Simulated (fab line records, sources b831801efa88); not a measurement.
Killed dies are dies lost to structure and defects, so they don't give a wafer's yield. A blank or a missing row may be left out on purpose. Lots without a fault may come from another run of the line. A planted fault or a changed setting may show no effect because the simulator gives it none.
fab line records | flow sky130
record lots=11 wafers=33 last_day=50
route steps=708 shown LI_CONTACT@382 LOCAL_INTERCONNECT@400 CONTACT@410 PAD_OPEN@708
lots that met no fault: from a run of the same line without faults
start_h: hours from the record's first day to the start of the lot's first wafer shown | wait_h: hours since the lot's step before | " the same as in the row above | L1.1+2: a row that stands for several wafers | - no value, or no start given | * or withheld: withheld | < > ~ a bound
route shown NAME@n: a module of which the file shows steps, and the number in the route of the first | usual: mean/standard deviation of fault-free wafers | same: alike in all rows | chamber/n: place in a boat | sites: the reading at each site | _std_site: their standard deviation | _edge_site: outer sites' mean less inner sites' | radius_mm: how far each site lies from the wafer's centre | mask NAME#n: copy n | behind: the tool/chamber that last shaped the wafer | hold: why the lot was held/for how many hours/how that ended | device: the transistor (n, p or np) that didn't switch | end of line: the same wafers' tests at the end of the route | a step without rows: its recipe alone | killed: dies lost to structure and defects at the first sort, not the wafer's yield | map: a wafer's dies, x killed, . not, _ none there
set.NAME: the setting as run; set.NAME@STEP: as run at that earlier step | model.NAME: the simulator's own value behind a step, which no gauge read
steps of the route over a sample of lots; a table a step, a row a wafer
services: from which hour (start_h, from the record's first day; less than 0 if before it) a tool's chamber was out of use, for how many hours, and why
## steps
# step SKY_LI_CONTACT_SPUTTER_20
# recipe material=TiN target_thk_nm=20 chamber_pressure_pa=5 power_w=4000 time_s=80
# usual throttle_valve_pct=29.9/0.99
# columns lot.wafer tool chamber start_h wait_h throttle_valve_pct
L747.1 pvd_sputter-02 - 683.85 0.0 28.9
L747.2 " - " " 31.2
L747.4 " - " " 30.4
L749.1 pvd_sputter-01 - 699.11 0.0 29.3
L749.3 " - " " 30.9
L749.4 " - " " 28.3
L751.1 pvd_sputter-01 - 714.89 0.0 29.2
L751.3 " - " " 28.6
L751.6 " - " " 28.5
L752.1 pvd_sputter-02 - 730.45 0.0 30.5
L752.3 " - " " 29.1
L752.5 " - " " 30.5
L753.1 pvd_sputter-04 - 735.94 0.0 29.2
L753.5 " - " " 29.4
L753.6 " - " " 30.8
L757.1 pvd_sputter-01 - 781.01 0.0 29.1
L757.2 " - " " 30.9
L757.3 " - " " 28.4
L758.1 pvd_sputter-01 - 784.78 0.0 28.6
L758.3 " - " " 29.1
L758.4 " - " " 30.4
L764.1 pvd_sputter-04 - 825.01 0.0 30.4
L764.4 " - " " 29.6
L764.5 " - " " 31.1
L765.3 pvd_sputter-04 - 829.90 0.0 30.3
L765.4 " - " " 31.1
L765.6 " - " " 29.5
L766.1 pvd_sputter-04 - 831.86 0.0 31.3
L766.3 " - " " 29.2
L766.4 " - " " 29.6
L768.2 pvd_sputter-01 - 845.94 0.0 28.6
L768.4 " - " " 29.4
L768.6 " - " " 29.2
# step SKY_LI_CONTACT_RS_MEAS_22
# recipe thk_meas_gauge=four-point-probe reads=W_of_LI_CONTACT_CVD_21+TiN_of_LI_CONTACT_SPUTTER_20+Ti_of_LI_CONTACT_SPUTTER_19
# usual LI_CONTACT_W_RS=0.286/0.0031
# columns lot.wafer tool chamber start_h wait_h LI_CONTACT_W_RS[ohm/sq]
L747.1 film_metro-01 - 684.04 0.1 0.283
L747.2 " - " " 0.286
L747.4 " - " " 0.291
L749.1 film_metro-02 - 699.30 0.1 0.287
L749.3 " - " " 0.289
L749.4 " - " " 0.284
L751.1 film_metro-03 - 715.07 0.1 0.288
L751.3 " - " " 0.284
L751.6 " - " " 0.290
L752.1 film_metro-01 - 730.63 0.1 0.288
L752.3 " - " " 0.289
L752.5 " - " " 0.294
L753.1 film_metro-02 - 736.13 0.1 0.286
L753.5 " - " " 0.284
L753.6 " - " " 0.286
L757.1 film_metro-03 - 781.20 0.1 0.280
L757.2 " - " " 0.284
L757.3 " - " " 0.287
L758.1 film_metro-02 - 784.97 0.1 0.290
L758.3 " - " " 0.285
L758.4 " - " " 0.290
L764.1 film_metro-01 - 825.20 0.1 0.285
L764.4 " - " " 0.287
L764.5 " - " " 0.290
L765.3 film_metro-03 - 830.13 0.1 0.287
L765.4 " - " " 0.288
L765.6 " - " " 0.287
L766.1 film_metro-01 - 832.05 0.1 0.285
L766.3 " - " " 0.283
L766.4 " - " " 0.288
L768.2 film_metro-03 - 846.14 0.1 0.286
L768.4 " - " " 0.280
L768.6 " - " " 0.282
# step SKY_LOCAL_INTERCONNECT_ETCH_13
# recipe chemistry=N2/H2 target=BARC ion_energy_ev=200 bias_w=100 pressure_mtorr=30 n2_flow_sccm=100 h2_flow_sccm=200 icp_w=500 stop_on=SiO2 time_s=45.9 target_depth_a=600
# usual drypump_motor_current_A=5.8/0.33 he_backside_leak_sccm=3.41/0.21 oes_product_au=0.855/0.0052 rf_fwd_power_W=495.6/2.2 throttle_valve_pct=13.226/0.0085
# columns lot.wafer tool chamber start_h wait_h drypump_motor_current_A he_backside_leak_sccm oes_product_au rf_fwd_power_W rf_hours_counter_h throttle_valve_pct
L747.1 rie_metal-03 1 713.04 0.0 5.8 3.33 0.855 495.6 10 13.215
L747.2 " 0 " " 6.0 3.15 0.860 494.1 9 13.222
L747.4 " 1 " " 5.8 3.31 0.858 494.7 - 13.232
L749.1 rie_metal-03 1 728.54 0.0 5.7 3.36 0.854 493.6 10 13.221
L749.3 " 0 " " 6.0 3.13 0.853 495.8 - 13.229
L749.4 " 1 " " 5.8 3.48 0.859 495.2 - 13.220
L751.1 rie_metal-04 1 748.49 0.0 5.4 3.62 0.850 500.0 2 13.234
L751.3 " 1 " " 5.4 3.69 0.853 498.9 - 13.225
L751.6 " 0 " " 6.2 3.56 0.855 497.0 - 13.221
L752.1 rie_metal-04 0 757.84 0.0 6.2 3.79 0.859 495.6 8 13.236
L752.3 " 1 " " 5.4 3.59 0.849 499.7 - 13.236
L752.5 " 1 " " 5.4 3.50 0.860 496.1 - 13.221
L753.1 rie_metal-04 1 763.29 0.0 5.4 3.56 0.860 497.1 2 13.221
L753.5 " 0 " " 6.2 3.57 0.856 496.1 - 13.227
L753.6 " 1 " " 5.4 3.39 0.851 499.8 - 13.237
L757.1 rie_metal-04 1 808.29 0.0 5.4 3.56 0.853 496.7 4 13.213
L757.2 " 0 " " 6.2 3.48 0.864 497.1 10 13.241
L757.3 " 0 " " 6.2 3.46 0.851 497.7 - 13.243
L758.1 rie_metal-04 0 811.39 0.0 6.2 3.53 0.854 497.2 10 13.224
L758.3 " 0 " " 6.2 3.64 0.859 496.0 - 13.231
L758.4 " 1 " " 5.4 3.59 0.853 494.4 - 13.228
L764.1 rie_metal-04 1 852.04 0.0 5.4 3.58 0.861 496.1 5 13.218
L764.4 " 0 " " 6.2 3.68 0.852 497.4 - 13.218
L764.5 " 0 " " 6.2 3.62 0.849 498.8 - 13.229
L765.3 rie_metal-02 1 856.56 0.0 5.3 3.06 0.842 496.4 - 13.224
L765.4 " 0 " " 6.1 3.43 0.849 492.0 - 13.220
L765.6 " 0 " " 6.1 3.57 0.861 493.1 - 13.224
L766.1 rie_metal-03 0 858.79 0.0 6.0 3.37 0.843 496.4 14 13.220
L766.3 " 1 " " 5.8 3.42 0.842 495.5 - 13.233
L766.4 " 0 " " 6.0 3.29 0.844 497.6 - 13.218
L768.2 rie_metal-02 1 872.75 0.0 5.3 3.04 0.845 499.2 16 13.228
L768.4 " 0 " " 6.1 3.45 0.849 493.2 - 13.225
L768.6 " 0 " " 6.1 3.45 0.859 492.5 - 13.235
# step SKY_CONTACT_CMP_04
# recipe material=SiO2 down_force_psi=4 platen_rpm=60 pad_velocity_m_s=0.94248
# usual edge_zone_pressure_frac=1.000/0.0049 head_pressure_psi=4.000/0.0094 motor_current_A=12.5/1.2 slurry_flow_ml_min=150.1/0.48 time_to_endpoint_s=81/3.8
# columns lot.wafer tool chamber start_h wait_h edge_zone_pressure_frac head_pressure_psi motor_current_A slurry_flow_ml_min time_to_endpoint_s
L747.2 cmp-02 0 714.00 0.0 1.003 3.989 10.3 151.1 77
L747.4 " 1 " " 1.007 4.019 12.4 149.8 83
L747.1 " 3 " " 1.000 3.987 12.9 149.5 86
L749.4 cmp-01 2 729.47 0.0 1.001 3.992 14.9 149.6 82
L749.3 " 3 " " 1.000 4.008 13.4 150.4 84
L749.1 " 1 " " 0.997 3.987 12.2 149.5 76
L751.3 cmp-02 3 749.46 0.0 0.995 3.982 12.0 150.0 87
L751.1 " 0 " " 0.996 4.007 10.8 150.1 80
L751.6 " 3 " " 0.999 4.006 12.8 150.2 82
L752.3 cmp-02 1 759.02 0.3 0.996 4.000 13.7 149.4 83
L752.1 " 2 " " 1.000 4.015 12.6 150.6 87
L752.5 " 1 " " 1.003 4.002 13.1 150.0 83
L753.1 cmp-02 2 764.57 0.4 0.998 3.979 12.2 150.6 80
L753.6 " 0 " " 1.005 4.012 9.8 150.1 82
L753.5 " 1 " " 1.004 3.998 13.5 150.4 86
L757.1 cmp-02 0 809.22 0.1 - - - - -
L757.2 " 1 " " - - - - -
L757.3 " 3 " " - - - - -
L758.1 cmp-02 1 812.32 0.1 - - - - -
L758.4 " 2 " " - - - - -
L758.3 " 0 " " - - - - -
L764.1 cmp-02 3 852.97 0.1 1.000 3.993 12.7 149.7 82
L764.4 " 0 " " 1.000 4.023 10.7 150.7 82
L764.5 " 0 " " 0.988 4.015 10.4 150.9 79
L765.4 cmp-02 2 857.52 0.1 1.003 4.006 12.7 150.1 89
L765.3 " 3 " " 0.999 4.004 12.7 150.1 84
L765.6 " 1 " " 1.003 3.990 13.3 149.7 81
L766.1 cmp-02 1 859.77 0.1 1.000 4.001 13.3 150.3 83
L766.3 " 2 " " 0.991 4.003 12.1 150.3 82
L766.4 " 3 " " 0.991 3.994 12.9 149.4 78
L768.4 cmp-01 2 873.68 0.0 0.998 3.998 14.2 149.1 74
L768.2 " 0 " " 1.002 3.987 12.2 150.3 75
L768.6 " 3 " " 1.004 4.023 12.9 150.9 72
# step SKY_CONTACT_BOW_MEAS_05
# recipe mode=bow
# usual CONTACT_BOW=80/6.2
# columns lot.wafer tool chamber start_h wait_h CONTACT_BOW[um]
L747.1 film_metro-04 - 714.30 0.1 82
L747.2 " - " " 75
L747.4 " - " " 86
L749.1 film_metro-04 - 729.77 0.1 71
L749.3 " - " " 77
L749.4 " - " " 82
L751.1 film_metro-01 - 749.76 0.2 82
L751.3 " - " " 77
L751.6 " - " " 74
L752.1 film_metro-02 - 759.32 0.2 83
L752.3 " - " " 83
L752.5 " - " " 92
L753.1 film_metro-02 - 764.77 0.1 85
L753.5 " - " " 85
L753.6 " - " " 79
L757.1 film_metro-01 - 809.52 0.2 96
L757.2 " - " " 88
L757.3 " - " " 93
L758.1 film_metro-01 - 812.62 0.2 102
L758.3 " - " " 99
L758.4 " - " " 98
L764.1 film_metro-02 - 853.27 0.2 85
L764.4 " - " " 77
L764.5 " - " " 62
L765.3 film_metro-04 - 857.81 0.2 92
L765.4 " - " " 79
L765.6 " - " " 87
L766.1 film_metro-01 - 860.02 0.2 83
L766.3 " - " " 72
L766.4 " - " " 78
L768.2 film_metro-04 - 874.00 0.2 89
L768.4 " - " " 80
L768.6 " - " " 86
# step SKY_CONTACT_ETCH_17
# recipe target=SiO2 chemistry=C4F8/O2/Ar stop_on=Si3N4 mask_material=KrF-thick source_w=1500 bias_w=1200 pressure_mtorr=40 c4f8_flow_sccm=withheld O2_flow_sccm=6 Ar_flow_sccm=300 time_s=withheld target_depth_a=3400
# usual oes_product_au=0.892/0.0046 rf_fwd_power_W=1489/5.1
# columns lot.wafer tool chamber start_h wait_h oes_product_au rf_fwd_power_W
L747.1 rie_diel-04 3 747.99 0.0 0.890 1490
L747.2 " 0 " " 0.889 1487
L747.4 " 3 " " 0.886 1491
L749.1 rie_diel-03 2 756.69 0.0 0.890 1488
L749.3 " 1 " " 0.894 1486
L749.4 " 0 " " 0.889 1488
L751.1 rie_diel-04 0 776.28 0.0 0.889 1492
L751.3 " 3 " " 0.895 1494
L751.6 " 0 " " 0.893 1490
L752.1 rie_diel-03 2 786.48 0.0 0.895 1493
L752.3 " 0 " " 0.892 1490
L752.5 " 3 " " 0.888 1489
L753.1 rie_diel-03 3 791.54 0.0 0.896 1488
L753.5 " 0 " " 0.892 1495
L753.6 " 3 " " 0.894 1484
L757.1 rie_diel-02 1 835.98 0.0 1.656 1493
L757.2 " 0 " " 1.643 1489
L757.3 " 2 " " 1.608 1496
L758.1 rie_diel-02 3 839.49 0.0 1.598 1485
L758.3 " 1 " " 1.654 1488
L758.4 " 2 " " 1.601 1495
L764.1 rie_diel-04 3 878.89 0.0 0.885 1490
L764.4 " 1 " " 0.889 1474
L764.5 " 0 " " 0.892 1490
L765.3 rie_diel-02 1 883.74 0.0 0.898 1494
L765.4 " 0 " " 0.895 1485
L765.6 " 1 " " 0.888 1491
L766.1 rie_diel-03 2 885.29 0.0 0.883 1487
L766.3 " 0 " " 0.897 1486
L766.4 " 3 " " 0.892 1487
L768.2 rie_diel-04 0 899.78 0.0 0.893 1495
L768.4 " 2 " " 0.894 1490
L768.6 " 0 " " 0.896 1494
# step SKY_PAD_OPEN_PROBE_99
# usual killed_at_M0_to_M3=42/7.6 killed_at_M4_up=2.9/1.7 killed_at_contacts=24/5.1 killed_at_front_end=15/4 killed_at_other=0.2/0.38 killed_dies=84/9.9 killed_on_rim=16/4 killed_open=46/7.2 killed_short=38/6.6
# same gross_dies=492 killed_at_back_side=0
# columns lot.wafer tool chamber start_h wait_h killed_at_M0_to_M3 killed_at_M4_up killed_at_contacts killed_at_front_end killed_at_other killed_dies killed_on_rim killed_open killed_short
L747.1 prober-01 - 1084.80 0.1 40 4 25 16 0 85 22 45 40
L747.2 prober-01 - 1084.85 0.1 37 3 21 17 0 78 18 34 44
L747.4 prober-01 - 1084.95 0.2 44 1 23 16 0 84 16 48 36
L749.1 prober-01 - 1095.14 0.1 48 0 30 13 0 91 15 58 33
L749.3 prober-01 - 1095.24 0.2 27 1 22 17 1 68 12 36 32
L749.4 prober-01 - 1095.29 0.2 39 3 21 20 0 83 22 39 44
L751.1 prober-01 - 1106.79 0.1 48 3 19 11 0 81 12 46 35
L751.3 prober-01 - 1106.89 0.2 47 5 15 21 0 88 13 40 48
L751.6 prober-01 - 1107.04 0.2 36 2 27 12 0 77 19 40 37
L752.1 prober-02 - 1116.34 0.1 25 3 33 10 0 71 13 40 31
L752.3 prober-02 - 1116.44 0.2 37 2 32 19 0 90 20 49 41
L752.5 prober-02 - 1116.54 0.2 46 1 30 18 0 95 23 53 42
L753.1 prober-01 - 1120.30 0.1 41 2 24 13 2 82 13 47 35
L753.5 prober-01 - 1120.50 0.2 53 1 30 17 0 101 22 63 38
L753.6 prober-01 - 1120.55 0.2 42 4 25 15 0 86 16 46 40
L757.1 prober-01 - 1153.26 0.1 40 1 440 11 0 492 96 41 38
L757.2 prober-01 - 1153.31 0.1 44 4 429 14 1 492 96 45 40
L757.3 prober-01 - 1153.36 0.2 37 2 435 18 0 492 96 46 40
L758.1 prober-02 - 1155.95 0.1 59 7 404 22 0 492 96 63 47
L758.3 prober-02 - 1156.05 0.2 30 4 446 12 0 492 96 35 34
L758.4 prober-02 - 1156.10 0.2 32 1 440 19 0 492 96 45 25
L764.1 prober-02 - 1182.30 0.1 52 5 24 15 0 96 20 56 40
L764.4 prober-02 - 1182.45 0.2 43 3 24 19 0 89 13 46 43
L764.5 prober-02 - 1182.50 0.2 47 4 31 12 0 94 22 57 37
L765.3 prober-01 - 1182.90 0.2 60 5 31 15 1 112 26 51 61
L765.4 prober-01 - 1182.95 0.2 54 0 15 20 0 89 26 49 40
L765.6 prober-01 - 1183.05 0.2 50 3 22 16 1 92 19 52 40
L766.1 prober-02 - 1184.55 0.1 45 1 33 12 1 92 20 46 46
L766.3 prober-02 - 1184.65 0.2 36 1 24 15 0 76 9 46 30
L766.4 prober-02 - 1184.70 0.2 51 5 33 14 1 104 24 63 41
L768.2 prober-02 - 1196.37 0.1 40 3 27 10 0 80 15 43 37
L768.4 prober-02 - 1196.47 0.2 43 1 24 14 0 82 10 42 40
L768.6 prober-02 - 1196.57 0.2 42 3 30 15 0 90 16 45 45
# killed by level:class
L747.1 CONTACT:geometric_particle:open=9 VIA1:geometric_particle:open=9 VIA3:geometric_particle:open=7 LI_CONTACT:geometric_particle:open=6 VIA2:geometric_particle:open=6 FIELD_ISO:geometric_particle:short=5 CONTACT:geometric_particle:short=5 METAL2:geometric_particle:short=5
L747.2 VIA1:geometric_particle:short=9 VIA1:geometric_particle:open=7 LI_CONTACT:geometric_particle:open=5 CONTACT:geometric_particle:short=5 FIELD_ISO:geometric_particle:short=4 POLY_GATE:geometric_particle:short=4 LOCAL_INTERCONNECT:geometric_particle:short=4 CONTACT:geometric_particle:open=4
L747.4 CONTACT:geometric_particle:open=12 VIA1:geometric_particle:open=12 METAL2:geometric_particle:short=8 VIA2:geometric_particle:open=5 VIA1:geometric_particle:short=5 VIA3:geometric_particle:open=5 FIELD_ISO:geometric_particle:open=4 LOCAL_INTERCONNECT:geometric_particle:short=4
L749.1 CONTACT:geometric_particle:open=19 VIA1:geometric_particle:short=11 VIA2:geometric_particle:open=9 VIA1:geometric_particle:open=7 FIELD_ISO:geometric_particle:open=6 METAL2:geometric_particle:short=6 LI_CONTACT:geometric_particle:open=5 CONTACT:geometric_particle:short=4
L749.3 LI_CONTACT:geometric_particle:open=8 CONTACT:geometric_particle:open=8 FIELD_ISO:geometric_particle:short=5 FIELD_ISO:geometric_particle:open=5 METAL1:geometric_particle:short=5 METAL2:geometric_particle:short=5 POLY_GATE:geometric_particle:open=4 VIA3:geometric_particle:open=4
L749.4 LI_CONTACT:geometric_particle:open=9 VIA1:geometric_particle:open=8 POLY_GATE:geometric_particle:short=6 METAL2:geometric_particle:short=6 VIA2:geometric_particle:open=5 METAL1:geometric_particle:short=5 POLY_GATE:geometric_particle:open=4 CONTACT:geometric_particle:open=4
L751.1 VIA1:geometric_particle:short=9 VIA2:geometric_particle:open=8 LI_CONTACT:geometric_particle:open=8 VIA1:geometric_particle:open=8 VIA3:geometric_particle:open=7 METAL1:geometric_particle:short=6 CONTACT:geometric_particle:open=5 CONTACT:geometric_particle:short=5
L751.3 FIELD_ISO:geometric_particle:short=8 VIA3:geometric_particle:short=8 METAL1:geometric_particle:short=7 LI_CONTACT:geometric_particle:open=6 VIA1:geometric_particle:open=6 VIA2:geometric_particle:open=6 METAL2:geometric_particle:short=5 METAL4:geometric_particle:short=5
L751.6 CONTACT:geometric_particle:open=8 LI_CONTACT:geometric_particle:open=7 VIA1:geometric_particle:open=7 VIA1:geometric_particle:short=6 VIA2:geometric_particle:open=6 CONTACT:geometric_particle:short=5 VIA3:geometric_particle:open=5 POLY_GATE:geometric_particle:short=4
L752.1 LI_CONTACT:geometric_particle:open=12 CONTACT:geometric_particle:open=9 VIA2:geometric_particle:open=6 FIELD_ISO:geometric_particle:short=5 VIA3:geometric_particle:open=5 POLY_GATE:geometric_particle:short=4 LI_CONTACT:geometric_particle:short=3 LOCAL_INTERCONNECT:geometric_particle:short=3
L752.3 LI_CONTACT:geometric_particle:open=11 FIELD_ISO:geometric_particle:short=9 VIA1:geometric_particle:open=9 CONTACT:geometric_particle:open=7 CONTACT:geometric_particle:short=6 METAL2:geometric_particle:short=5 VIA3:geometric_particle:open=5 LOCAL_INTERCONNECT:geometric_particle:short=4
L752.5 VIA1:geometric_particle:open=14 CONTACT:geometric_particle:open=11 POLY_GATE:geometric_particle:open=8 LI_CONTACT:geometric_particle:open=8 METAL2:geometric_particle:short=8 METAL1:geometric_particle:short=7 CONTACT:geometric_particle:short=6 VIA3:geometric_particle:open=5
L753.1 VIA1:geometric_particle:open=13 LI_CONTACT:geometric_particle:open=8 CONTACT:geometric_particle:open=8 VIA2:geometric_particle:open=6 LOCAL_INTERCONNECT:geometric_particle:short=5 METAL2:geometric_particle:short=5 FIELD_ISO:geometric_particle:short=4 METAL1:geometric_particle:short=4
L753.5 CONTACT:geometric_particle:open=14 VIA1:geometric_particle:open=13 VIA2:geometric_particle:open=9 METAL2:geometric_particle:short=9 LI_CONTACT:geometric_particle:open=6 POLY_GATE:geometric_particle:open=5 METAL1:geometric_particle:open=5 FIELD_ISO:geometric_particle:open=4
L753.6 VIA1:geometric_particle:open=12 CONTACT:geometric_particle:open=7 LOCAL_INTERCONNECT:geometric_particle:short=6 VIA1:geometric_particle:short=6 LI_CONTACT:geometric_particle:open=5 POLY_GATE:geometric_particle:short=4 LI_CONTACT:geometric_particle:short=4 METAL4:geometric_particle:short=4
L757.1 CONTACT:area_etch=210 CONTACT:area_cmp=203 VIA1:geometric_particle:open=12 CONTACT:geometric_particle:open=8 LOCAL_INTERCONNECT:geometric_particle:short=6 METAL2:geometric_particle:short=6 LI_CONTACT:geometric_particle:open=5 CONTACT:geometric_particle:short=5
L757.2 CONTACT:area_etch=206 CONTACT:area_cmp=201 VIA2:geometric_particle:open=10 METAL2:geometric_particle:short=9 VIA1:geometric_particle:open=7 CONTACT:geometric_particle:open=5 METAL3:geometric_particle:short=5 FIELD_ISO:geometric_particle:short=4
L757.3 CONTACT:area_cmp=210 CONTACT:area_etch=196 LI_CONTACT:geometric_particle:open=12 VIA1:geometric_particle:open=8 CONTACT:geometric_particle:short=6 VIA3:geometric_particle:open=6 VIA3:geometric_particle:short=6 METAL2:geometric_particle:short=5
L758.1 CONTACT:area_etch=192 CONTACT:area_cmp=190 VIA1:geometric_particle:open=12 VIA3:geometric_particle:open=11 VIA2:geometric_particle:open=10 CONTACT:geometric_particle:open=8 LI_CONTACT:geometric_particle:open=6 POLY_GATE:geometric_particle:short=5
L758.3 CONTACT:area_cmp=249 CONTACT:area_etch=174 VIA1:geometric_particle:open=10 CONTACT:geometric_particle:open=8 CONTACT:geometric_particle:short=7 VIA3:geometric_particle:open=5 POLY_GATE:geometric_particle:short=4 METAL2:geometric_particle:short=4
L758.4 CONTACT:area_etch=216 CONTACT:area_cmp=206 VIA1:geometric_particle:open=10 CONTACT:geometric_particle:open=8 FIELD_ISO:geometric_particle:open=5 METAL1:geometric_particle:short=5 VIA3:geometric_particle:open=5 LI_CONTACT:geometric_particle:open=4
L764.1 VIA1:geometric_particle:open=13 CONTACT:geometric_particle:open=9 VIA2:geometric_particle:open=9 LI_CONTACT:geometric_particle:open=8 POLY_GATE:geometric_particle:open=7 METAL2:geometric_particle:short=7 METAL1:geometric_particle:short=6 VIA3:geometric_particle:open=5
L764.4 CONTACT:geometric_particle:open=9 VIA1:geometric_particle:open=8 CONTACT:geometric_particle:short=7 VIA3:geometric_particle:open=6 POLY_GATE:geometric_particle:short=5 METAL1:geometric_particle:short=5 VIA1:geometric_particle:short=5 VIA2:geometric_particle:open=5
L764.5 CONTACT:geometric_particle:open=12 VIA3:geometric_particle:open=11 LI_CONTACT:geometric_particle:open=8 VIA2:geometric_particle:open=6 VIA1:geometric_particle:open=5 METAL1:geometric_particle:short=5 VIA1:geometric_particle:short=5 VIA3:geometric_particle:short=5
L765.3 VIA1:geometric_particle:open=12 METAL1:geometric_particle:short=11 CONTACT:geometric_particle:open=11 METAL2:geometric_particle:short=8 VIA3:geometric_particle:open=7 LI_CONTACT:geometric_particle:open=6 VIA3:geometric_particle:short=6 LI_CONTACT:geometric_particle:short=5
L765.4 VIA1:geometric_particle:open=18 VIA1:geometric_particle:short=11 VIA2:geometric_particle:open=6 CONTACT:geometric_particle:open=6 METAL2:geometric_particle:short=6 METAL1:geometric_particle:short=5 FIELD_ISO:geometric_particle:open=4 FIELD_ISO:geometric_particle:short=4
L765.6 VIA1:geometric_particle:open=14 VIA2:geometric_particle:open=9 CONTACT:geometric_particle:open=8 VIA1:geometric_particle:short=7 METAL2:geometric_particle:short=6 VIA3:geometric_particle:open=6 FIELD_ISO:geometric_particle:short=5 LI_CONTACT:geometric_particle:open=5
L766.1 CONTACT:geometric_particle:open=14 METAL2:geometric_particle:short=9 VIA1:geometric_particle:open=9 LI_CONTACT:geometric_particle:open=8 METAL1:geometric_particle:short=7 LI_CONTACT:geometric_particle:short=6 VIA3:geometric_particle:open=5 POLY_GATE:geometric_particle:short=4
L766.3 CONTACT:geometric_particle:open=11 VIA1:geometric_particle:open=8 VIA2:geometric_particle:open=8 VIA1:geometric_particle:short=6 LI_CONTACT:geometric_particle:open=5 CONTACT:geometric_particle:short=5 FIELD_ISO:geometric_particle:open=4 SPACER:geometric_particle:open=4
L766.4 VIA1:geometric_particle:open=12 LI_CONTACT:geometric_particle:open=11 CONTACT:geometric_particle:open=10 VIA3:geometric_particle:open=8 LOCAL_INTERCONNECT:geometric_particle:short=7 METAL2:geometric_particle:short=6 FIELD_ISO:geometric_particle:open=5 VIA2:geometric_particle:open=5
L768.2 VIA1:geometric_particle:open=12 CONTACT:geometric_particle:short=8 METAL1:geometric_particle:short=7 CONTACT:geometric_particle:open=6 LI_CONTACT:geometric_particle:open=5 VIA2:geometric_particle:open=5 VIA3:geometric_particle:open=5 FIELD_ISO:geometric_particle:open=4
L768.4 CONTACT:geometric_particle:open=9 LOCAL_INTERCONNECT:geometric_particle:short=7 VIA2:geometric_particle:open=7 VIA1:geometric_particle:open=6 VIA3:geometric_particle:open=6 METAL1:geometric_particle:short=5 VIA3:geometric_particle:short=5 METAL2:geometric_particle:short=4
L768.6 VIA1:geometric_particle:open=10 CONTACT:geometric_particle:short=9 CONTACT:geometric_particle:open=8 METAL1:geometric_particle:short=7 LI_CONTACT:geometric_particle:open=6 LOCAL_INTERCONNECT:geometric_particle:short=5 METAL2:geometric_particle:short=5 VIA3:geometric_particle:open=5
## services
# columns tool chamber start_h hours kind
rie_metal-04 1 676.84 10.0 repair
rie_diel-03 2 683.25 3.7 repair
rie_metal-04 1 687.38 2.9 repair
rie_diel-04 0 694.12 15.8 repair
rie_diel-03 - 703.94 0.5 repair
rie_diel-03 - 704.36 0.2 repair
rie_diel-03 0 708.00 8.7 repair
rie_diel-04 1 712.95 76.1 repair
rie_diel-03 3 716.93 8.7 repair
rie_diel-03 1 720.08 31.5 repair
rie_metal-04 - 723.48 15.6 pm
pvd_sputter-04 - 737.25 5.2 repair
rie_metal-04 - 745.57 2.8 pm
pvd_sputter-01 - 794.86 1.2 repair
rie_diel-03 1 795.40 7.5 repair
cmp-02 - 796.42 4.6 repair
pvd_sputter-04 - 804.81 5.1 repair
rie_diel-04 0 813.87 4.2 repair
rie_diel-04 1 814.40 4.0 repair
cmp-02 - 824.73 0.3 repair
cmp-02 - 828.86 4.7 pm
rie_diel-04 2 830.99 3.2 repair
rie_diel-03 - 846.57 0.5 repair
cmp-02 - 865.82 0.8 repair
## key
first_sign step=SKY_CONTACT_CMP_04 reading=tool_record direction=missing
effect step=SKY_CONTACT_BOW_MEAS_05 reading=CONTACT_BOW direction=up sigmas=2.6 usual=80 struck=96
effect step=SKY_CONTACT_ETCH_17 reading=oes_product_au direction=up sigmas=99+ usual=0.892 struck=1.627
effect step=SKY_PAD_OPEN_PROBE_99 reading=killed_at_contacts direction=up sigmas=80 usual=24 struck=432
more_kills_born_at SKY_CONTACT_CMP_04@cmp-02=1242 SKY_CONTACT_ETCH_18@rie_diel-02=1194
met_at SKY_CONTACT_CMP_04
struck_lots L757,L758
later_rows_left_out L757.1,L757.2,L757.3,L758.1,L758.3,L758.4
tester_left_out L757,L758
not_acting_at SKY_LI_CONTACT_SPUTTER_20,SKY_LI_CONTACT_RS_MEAS_22,SKY_LOCAL_INTERCONNECT_ETCH_13
onset_between 764.57 809.22
fault kind=skipped_step_whole tool=cmp-02 chamber=- onset_h=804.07 steps=SKY_CONTACT_CMP_04 scope=struck_lots_only
# tester_left_out: of these lots the tester's yield and bins aren't shown, on N5 and GAA mostly nor the transistor test; their killed dies are dies lost to structure and defects alone, not to doping, threshold or leakage, so they don't give the yield
# later_rows_left_out: the simulator's readings of these wafers behind a module that went badly wrong aren't trusted and aren't shown, but for the sort
